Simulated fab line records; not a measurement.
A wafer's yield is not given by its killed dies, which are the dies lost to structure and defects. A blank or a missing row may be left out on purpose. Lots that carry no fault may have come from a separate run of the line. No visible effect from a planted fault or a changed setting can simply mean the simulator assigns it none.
fab line records ; flow sky130
record: lots: 13; wafers: 36; last-day: 51
route steps=708 shown FIELD_ISO@16 DNWELL@43 PWDE@52 PAD_OPEN@708
lots that met no fault: from a run of the same line without faults
start-h: start of the lot's first displayed wafer, in hours after the record's first day ; wait-h: how many hours have passed since the lot's step before this one ; " repeats the value in the row above ; L1.1+2: a row that stands for several wafers ; - either no value or no given start ; * or withheld: withheld ; < > ~ a bound
route shown NAME@n: NAME is a module with steps in the file, n the number in the route of the first one ; usual: the fault-free wafers' mean and standard deviation ; same: alike in all rows ; chamber/n: place in a boat ; sites: readings site by site ; _std_site: standard deviation of those values ; _edge_site: outer sites' mean less inner sites' ; radius-mm: for every site, how far away it sits from the centre of the wafer ; mask NAME#n: copy n ; behind: the most recent tool/chamber to have shaped the wafer ; hold: cause of the lot's hold/its duration in hours/its outcome ; device: transistor that didn't switch, given as n, p or np ; end of line: the tests these same wafers got at the end of their route ; where a step has no rows: the recipe by itself ; killed: dies lost to structure and defects at the first sort, not the wafer's yield ; map: a wafer's dies, x killed, . not, _ none there
set.NAME: setting as actually run; set.NAME@STEP: the setting as run at that earlier step ; model.NAME: the simulator's own value behind a step, which no gauge read
the route's steps for a sample of lots (tables are steps, rows are wafers)
services: a tool's chamber out of use, with start hour (start-h, from the record's first day; less than 0 if before it), hours out, and reason
== steps ==
step: SKY_FIELD_ISO_ETCH_15
recipe: chemistry: CHF3/O2; target-depth-nm: 180; stop-on: Si; source-w: 600; bias-w: 200; pressure-mtorr: 40; chf3-flow-sccm: 50; O2_flow_sccm: 5; time-s: 72
usual: drypump-motor-current-A: 5.8/0.49; oes-product-au: 0.946/0.0088; rf-fwd-power-W: 595.7/2; throttle-valve-pct: 8.844/0.0099
lot.wafer;tool;chamber;start-h;wait-h;drypump-motor-current-A;oes-product-au;rf-fwd-power-W;rf-hours-counter-h;throttle-valve-pct
L488.2;rie-diel-02;2;30.87;0.0;5.8;0.938;598.2;2;8.851
L488.5;rie-diel-02;2;30.87;0.0;5.9;0.944;598.2;-;8.841
L488.6;rie-diel-02;3;30.87;0.0;5.4;0.940;594.0;-;8.846
L490.1;rie-diel-02;3;39.47;0.0;5.3;0.938;596.2;110;8.848
L490.5;rie-diel-02;2;39.47;0.0;5.9;0.954;594.1;-;8.848
L490.6;rie-diel-02;1;39.47;0.0;5.4;0.945;596.9;-;8.852
L489.1;rie-diel-01;3;39.77;0.0;5.5;0.945;596.3;39;8.851
L489.3;rie-diel-01;1;39.77;0.0;6.0;0.936;593.9;4;8.853
L489.5;rie-diel-01;3;39.77;0.0;5.6;0.935;594.1;-;8.838
L492.1;rie-diel-02;0;50.75;0.0;6.5;0.942;594.6;8;8.834
L492.4;rie-diel-02;1;50.75;0.0;5.4;0.940;596.8;88;8.837
L492.5;rie-diel-02;0;50.75;0.0;6.5;0.948;595.0;-;8.857
L493.1;rie-diel-02;2;54.92;0.0;5.8;0.948;596.1;2;8.835
L493.2;rie-diel-02;3;54.92;0.0;5.4;0.956;593.5;111;8.826
L493.3;rie-diel-02;1;54.92;0.0;5.4;0.952;595.4;88;8.844
L494.1;rie-diel-02;2;60.50;0.0;5.8;0.935;598.9;2;8.838
L494.3;rie-diel-02;0;60.50;0.0;6.4;0.939;595.4;8;8.843
L494.4;rie-diel-02;1;60.50;0.0;5.4;0.943;597.2;88;8.836
L498.3;rie-diel-02;2;86.65;0.0;5.8;0.833;599.9;3;8.822
L498.5;rie-diel-02;0;86.65;0.0;6.5;0.837;595.4;-;8.815
L503.1;rie-diel-02;3;108.92;0.0;5.3;0.948;590.9;112;8.856
L503.3;rie-diel-02;1;108.92;0.0;5.4;0.827;594.7;90;8.808
L504.1;rie-diel-02;1;112.17;0.0;5.4;0.945;597.8;90;8.855
L504.3;rie-diel-02;0;112.17;0.0;6.4;0.833;593.1;9;8.821
L506.1;rie-diel-03;2;123.47;0.0;5.9;0.948;596.6;19;8.834
L506.3;rie-diel-03;3;123.47;0.0;4.9;0.949;595.4;124;8.850
L506.5;rie-diel-03;1;123.47;0.0;6.3;0.952;594.9;-;8.830
L508.2;rie-diel-01;2;133.87;0.0;6.2;0.949;596.1;145;8.837
L508.3;rie-diel-01;0;133.87;0.0;5.7;0.941;594.4;130;8.844
L508.6;rie-diel-01;1;133.87;0.0;6.0;0.950;593.4;-;8.841
L509.2;rie-diel-03;1;138.35;0.0;6.3;0.940;593.4;7;8.843
L509.3;rie-diel-03;3;138.35;0.0;5.0;0.938;596.7;124;8.843
L509.6;rie-diel-03;2;138.35;0.0;5.9;0.943;594.1;-;8.856
L511.1;rie-diel-03;3;150.27;0.0;4.9;0.949;594.7;125;8.829
L511.3;rie-diel-03;0;150.27;0.0;6.8;0.939;597.6;105;8.836
L511.5;rie-diel-03;0;150.27;0.0;6.7;0.940;594.8;-;8.826
step: SKY_FIELD_ISO_STRIP_16
recipe: chemistry: O2/N2; power-w: 1400; pressure-mtorr: 1500; platen-temp-c: withheld; o2-flow-sccm: 3000; n2-flow-sccm: 300; overash-fraction: 0.5
usual: drypump-motor-current-A: 5.5/0.38; oes-product-au: 0.378/0.0042; strip-time-to-endpoint-s: 3.553/0.026
lot.wafer;tool;chamber;start-h;wait-h;drypump-motor-current-A;oes-product-au;rf-hours-counter-h;strip-time-to-endpoint-s
L488.2;plasma-asher-03;0;30.96;0.1;5.4;0.380;34;3.557
L488.5;plasma-asher-03;1;30.96;0.1;5.2;0.383;-;3.579
L488.6;plasma-asher-03;0;30.96;0.1;5.4;0.381;-;3.535
L490.1;plasma-asher-04;1;39.53;0.0;6.1;0.389;21;3.550
L490.5;plasma-asher-04;1;39.53;0.0;6.1;0.374;-;3.562
L490.6;plasma-asher-04;0;39.53;0.0;5.3;0.380;-;3.567
L489.1;plasma-asher-01;0;39.83;0.0;6.0;0.374;38;3.536
L489.3;plasma-asher-01;0;39.83;0.0;6.0;0.381;-;3.548
L489.5;plasma-asher-01;0;39.83;0.0;6.0;0.383;-;3.542
L492.1;plasma-asher-01;1;50.81;0.0;5.1;0.385;39;3.527
L492.4;plasma-asher-01;1;50.81;0.0;5.1;0.379;-;3.520
L492.5;plasma-asher-01;0;50.81;0.0;6.0;0.381;-;3.529
L493.1;plasma-asher-03;1;54.98;0.0;5.2;0.377;37;3.568
L493.2;plasma-asher-03;0;54.98;0.0;5.5;0.374;37;3.580
L493.3;plasma-asher-03;1;54.98;0.0;5.2;0.381;-;3.592
L494.1;plasma-asher-03;1;60.56;0.0;5.2;0.382;37;3.609
L494.3;plasma-asher-03;1;60.56;0.0;5.2;0.373;-;3.577
L494.4;plasma-asher-03;0;60.56;0.0;5.5;0.385;-;3.559
L498.3;plasma-asher-04;0;86.74;0.1;5.3;0.390;-;4.007
L498.5;plasma-asher-04;0;86.74;0.1;5.2;0.400;-;3.983
L503.1;plasma-asher-04;0;108.98;0.0;5.2;0.376;28;3.480
L503.3;plasma-asher-04;1;108.98;0.0;6.1;0.394;-;3.973
L504.1;plasma-asher-01;0;112.23;0.0;6.0;0.380;45;3.544
L504.3;plasma-asher-01;1;112.23;0.0;5.1;0.390;-;3.956
L506.1;plasma-asher-03;1;123.53;0.0;5.2;0.371;44;3.521
L506.3;plasma-asher-03;1;123.53;0.0;5.2;0.385;-;3.568
L506.5;plasma-asher-03;1;123.53;0.0;5.2;0.375;-;3.561
L508.2;plasma-asher-01;0;133.93;0.0;6.0;0.370;48;3.534
L508.3;plasma-asher-01;0;133.93;0.0;5.9;0.370;-;3.539
L508.6;plasma-asher-01;1;133.93;0.0;5.1;0.373;-;3.531
L509.2;plasma-asher-03;0;138.41;0.0;5.5;0.378;45;3.563
L509.3;plasma-asher-03;0;138.41;0.0;5.4;0.379;-;3.562
L509.6;plasma-asher-03;1;138.41;0.0;5.2;0.378;-;3.548
L511.1;plasma-asher-04;1;150.33;0.0;6.1;0.386;32;3.564
L511.3;plasma-asher-04;1;150.33;0.0;6.1;0.382;-;3.587
L511.5;plasma-asher-04;0;150.33;0.0;5.2;0.376;-;3.619
step: SKY_DNWELL_STRIP_08
recipe: chemistry: O2/N2; power-w: 1400; pressure-mtorr: 1500; platen-temp-c: withheld; o2-flow-sccm: 3000; n2-flow-sccm: 300; overash-fraction: 0.5
usual: drypump-motor-current-A: 5.6/0.39; oes-product-au: 0.723/0.0045; strip-time-to-endpoint-s: 36.92/0.12
lot.wafer;tool;chamber;start-h;wait-h;drypump-motor-current-A;oes-product-au;rf-hours-counter-h;strip-time-to-endpoint-s
L488.2;plasma-asher-02;0;54.51;0.1;6.0;0.718;32;36.78
L488.5;plasma-asher-02;1;54.51;0.1;6.1;0.711;-;36.87
L488.6;plasma-asher-02;0;54.51;0.1;6.0;0.720;-;36.99
L490.1;plasma-asher-01;0;63.62;0.1;6.0;0.711;40;36.85
L490.5;plasma-asher-01;0;63.62;0.1;5.9;0.724;-;36.73
L490.6;plasma-asher-01;1;63.62;0.1;5.1;0.727;-;36.71
L489.1;plasma-asher-02;0;65.21;0.1;6.0;0.724;33;36.88
L489.3;plasma-asher-02;1;65.21;0.1;6.1;0.720;-;36.88
L489.5;plasma-asher-02;1;65.21;0.1;6.1;0.716;-;36.78
L492.1;plasma-asher-02;0;76.56;0.1;6.0;0.722;34;37.00
L492.4;plasma-asher-02;0;76.56;0.1;6.0;0.713;-;36.97
L492.5;plasma-asher-02;0;76.56;0.1;5.9;0.722;-;36.99
L493.1;plasma-asher-01;1;79.91;0.1;5.1;0.721;42;36.91
L493.2;plasma-asher-01;0;79.91;0.1;6.0;0.726;42;36.94
L493.3;plasma-asher-01;1;79.91;0.1;5.1;0.731;-;36.86
L494.1;plasma-asher-03;0;86.29;0.1;5.4;0.729;40;36.88
L494.3;plasma-asher-03;1;86.29;0.1;5.2;0.728;-;36.84
L494.4;plasma-asher-03;0;86.29;0.1;5.4;0.719;-;36.84
L503.1;plasma-asher-03;1;138.87;0.1;5.2;0.731;45;36.74
L504.1;plasma-asher-02;0;141.59;0.1;6.0;0.724;2;36.99
L506.1;plasma-asher-03;1;151.22;0.1;5.2;0.723;46;36.88
L506.3;plasma-asher-03;0;151.22;0.1;5.4;0.717;-;36.96
L506.5;plasma-asher-03;0;151.22;0.1;5.4;0.727;-;36.78
L508.2;plasma-asher-01;1;162.77;0.1;5.1;0.725;51;36.93
L508.3;plasma-asher-01;0;162.77;0.1;6.0;0.713;-;36.87
L508.6;plasma-asher-01;0;162.77;0.1;5.9;0.725;-;36.96
L509.2;plasma-asher-03;0;171.12;0.1;5.4;0.722;48;36.72
L509.3;plasma-asher-03;1;171.12;0.1;5.2;0.723;-;36.76
L509.6;plasma-asher-03;0;171.12;0.1;5.5;0.727;-;36.81
L511.1;plasma-asher-03;1;181.16;0.1;5.2;0.720;49;36.83
L511.3;plasma-asher-03;0;181.16;0.1;5.4;0.718;-;36.78
L511.5;plasma-asher-03;1;181.16;0.1;5.2;0.728;-;36.86
step: SKY_PWDE_OVL_MEAS_07
usual: PWDE_OVL: 0.4/1.4
lot.wafer;tool;chamber;start-h;wait-h;PWDE_OVL[nm]
L488.2;overlay-02;-;70.81;-;0.9
L488.5;overlay-02;-;70.81;-;-0.3
L488.6;overlay-02;-;70.81;-;1.9
L490.1;overlay-02;-;80.11;-;-1.2
L490.5;overlay-02;-;80.11;-;1.3
L490.6;overlay-02;-;80.11;-;-0.3
L489.1;overlay-02;-;82.01;-;-1.0
L489.3;overlay-02;-;82.01;-;-1.0
L489.5;overlay-02;-;82.01;-;-0.5
L492.1;overlay-01;-;95.42;-;1.0
L492.4;overlay-01;-;95.42;-;0.3
L492.5;overlay-01;-;95.42;-;0.5
L493.1;overlay-01;-;98.26;-;0.1
L493.2;overlay-01;-;98.26;-;0.5
L493.3;overlay-01;-;98.26;-;3.4
L494.1;overlay-01;-;104.32;-;1.0
L494.3;overlay-01;-;104.32;-;1.1
L494.4;overlay-01;-;104.32;-;1.3
L503.1;overlay-02;-;159.17;-;0.5
L504.1;overlay-01;-;161.97;-;1.0
L506.1;overlay-01;-;171.51;-;0.1
L506.3;overlay-01;-;171.51;-;3.0
L506.5;overlay-01;-;171.51;-;1.1
L508.2;overlay-02;-;183.96;-;0.3
L508.3;overlay-02;-;183.96;-;0.4
L508.6;overlay-02;-;183.96;-;-0.3
L509.2;overlay-01;-;192.41;-;1.3
L509.3;overlay-01;-;192.41;-;1.5
L509.6;overlay-01;-;192.41;-;2.1
L511.1;overlay-02;-;202.46;-;-0.2
L511.3;overlay-02;-;202.46;-;3.4
L511.5;overlay-02;-;202.46;-;2.2
step: SKY_PAD_OPEN_PROBE_99
usual: killed_at_M0_to_M3: 43/6.9; killed_at_M4_up: 3.2/1.6; killed-at-contacts: 25/5.1; killed-at-front-end: 16/4.5; killed-at-other: 0.3/0.68; killed-dies: 87/8.9; killed-on-rim: 16/3.6; killed-open: 48/6.9; killed-short: 39/6.3
same: gross-dies: 492; killed-at-back-side: 0
lot.wafer;tool;chamber;start-h;wait-h;killed_at_M0_to_M3;killed_at_M4_up;killed-at-contacts;killed-at-front-end;killed-at-other;killed-dies;killed-on-rim;killed-open;killed-short
L498.3;prober-02;-;1159.24;0.2;40;4;28;420;0;492;96;54;36
L498.5;prober-02;-;1159.34;0.2;43;4;26;419;0;492;96;44;43
L503.1;prober-01;-;1184.73;0.1;50;6;29;16;0;101;17;61;40
L503.3;prober-01;-;1184.83;0.2;46;1;29;416;0;492;96;48;43
L504.1;prober-02;-;1190.78;0.1;46;2;18;16;0;82;14;39;43
L504.3;prober-02;-;1190.88;0.2;42;4;24;422;0;492;96;43;35
L506.1;prober-02;-;1195.97;0.1;49;1;29;6;5;90;16;56;31
L506.3;prober-02;-;1196.07;0.2;43;3;21;22;1;90;13;47;42
L506.5;prober-02;-;1196.17;0.2;47;5;30;13;0;95;18;54;41
killed by level:class
L498.3 FIELD_ISO:area-etch=402 VIA1:geometric-particle:open=18 LI_CONTACT:geometric-particle:open=10 FIELD_ISO:geometric-particle:short=8 CONTACT:geometric-particle:open=7 VIA3:geometric-particle:open=7 CONTACT:geometric-particle:short=6 METAL2:geometric-particle:short=4
L498.5 FIELD_ISO:area-etch=405 CONTACT:geometric-particle:open=11 VIA1:geometric-particle:open=10 VIA1:geometric-particle:short=8 METAL2:geometric-particle:short=8 LI_CONTACT:geometric-particle:open=7 POLY_GATE:geometric-particle:short=4 CONTACT:geometric-particle:short=4
L503.1 CONTACT:geometric-particle:open=13 VIA1:geometric-particle:open=10 VIA2:geometric-particle:open=9 VIA3:geometric-particle:open=7 CONTACT:geometric-particle:short=6 VIA2:geometric-particle:short=6 LI_CONTACT:geometric-particle:open=5 POLY_GATE:geometric-particle:open=4
L503.3 FIELD_ISO:area-etch=401 VIA1:geometric-particle:open=10 LI_CONTACT:geometric-particle:open=9 CONTACT:geometric-particle:open=8 VIA2:geometric-particle:short=8 CONTACT:geometric-particle:short=7 VIA2:geometric-particle:open=7 METAL2:geometric-particle:short=6
L504.1 METAL2:geometric-particle:short=8 VIA3:geometric-particle:open=8 VIA2:geometric-particle:open=7 VIA2:geometric-particle:short=7 CONTACT:geometric-particle:open=6 VIA1:geometric-particle:open=5 LI_CONTACT:geometric-particle:short=4 FIELD_ISO:geometric-particle:open=3
L504.3 FIELD_ISO:area-etch=414 CONTACT:geometric-particle:open=10 VIA2:geometric-particle:open=8 VIA1:geometric-particle:open=7 VIA3:geometric-particle:open=7 FIELD_ISO:geometric-particle:short=5 LI_CONTACT:geometric-particle:open=5 METAL1:geometric-particle:open=4
L506.1 VIA1:geometric-particle:open=21 CONTACT:geometric-particle:open=12 LI_CONTACT:geometric-particle:open=7 VIA3:geometric-particle:open=7 METAL1:geometric-particle:short=6 LI_CONTACT:geometric-particle:short=5 CONTACT:geometric-particle:short=3 VIA1:geometric-particle:short=3
L506.3 VIA1:geometric-particle:open=11 VIA3:geometric-particle:open=9 CONTACT:geometric-particle:open=7 VIA1:geometric-particle:short=7 FIELD_ISO:geometric-particle:open=6 FIELD_ISO:geometric-particle:short=6 POLY_GATE:geometric-particle:open=5 LI_CONTACT:geometric-particle:open=5
L506.5 CONTACT:geometric-particle:open=12 VIA2:geometric-particle:open=10 VIA1:geometric-particle:open=9 LI_CONTACT:geometric-particle:open=7 VIA2:geometric-particle:short=5 VIA3:geometric-particle:open=5 FIELD_ISO:geometric-particle:open=4 CONTACT:geometric-particle:short=4
== services ==
tool;chamber;start-h;hours;kind
rie-diel-01;0;23.71;8.1;repair
rie-diel-02;0;29.56;8.8;repair
rie-diel-03;2;44.60;6.8;repair
rie-diel-01;0;51.84;5.4;repair
plasma-asher-03;-;53.70;0.5;repair
plasma-asher-04;-;67.40;2.8;pm
plasma-asher-03;-;71.95;1.6;repair
rie-diel-03;3;73.64;7.1;repair
rie-diel-03;-;102.97;15.6;pm
plasma-asher-02;-;108.75;9.0;pm
plasma-asher-02;0;108.75;9.0;vent-cycle
plasma-asher-02;1;108.75;9.0;vent-cycle
plasma-asher-02;0;117.75;-;clean
plasma-asher-02;1;117.75;-;clean
rie-diel-03;-;122.10;0.5;repair
plasma-asher-04;-;133.93;1.1;repair
rie-diel-03;1;146.08;76.0;repair
rie-diel-01;2;168.60;5.3;repair
rie-diel-03;3;173.62;2.4;repair
rie-diel-02;0;178.16;3.5;repair
== key ==
first-sign: step: SKY_FIELD_ISO_ETCH_15; reading: oes-product-au; direction: down; sigmas: 13; usual: 0.946; struck: 0.833
effect: step: SKY_FIELD_ISO_ETCH_15; reading: throttle-valve-pct; direction: down; sigmas: 2.8; usual: 8.844; struck: 8.816
effect: step: SKY_FIELD_ISO_STRIP_16; reading: strip-time-to-endpoint-s; direction: up; sigmas: 17; usual: *; struck: *
effect: step: SKY_PAD_OPEN_PROBE_99; reading: killed-at-front-end; direction: up; sigmas: 90; usual: 16; struck: 419
more-kills-born-at: SKY_FIELD_ISO_ETCH_15@rie-diel-02: 1622
met-at SKY_FIELD_ISO_ETCH_15
struck-lots L498,L503,L504
struck-wafers L498.3,L498.5,L503.3,L504.3
later-rows-left-out L498.3,L498.5,L503.3,L504.3
tester-left-out L498,L503,L504
not-acting-at SKY_DNWELL_STRIP_08,SKY_PWDE_OVL_MEAS_07
onset-between 60.50 86.65
fault: kind: process-parameter-drift; tool: rie-diel-02; chamber: -; onset-h: 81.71; steps: SKY_FIELD_ISO_ETCH_15; channel: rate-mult; offset: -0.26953; shape: step; end-h: 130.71; scope: struck-wafers-only
tester-left-out: of these lots the tester's yield and bins aren't shown, on N5 and GAA mostly nor the transistor test; their killed dies are dies lost to structure and defects alone, not to doping, threshold or leakage, so they don't give the yield
later-rows-left-out: the simulator's readings of these wafers behind a module that went badly wrong aren't trusted and aren't shown, but for the sort
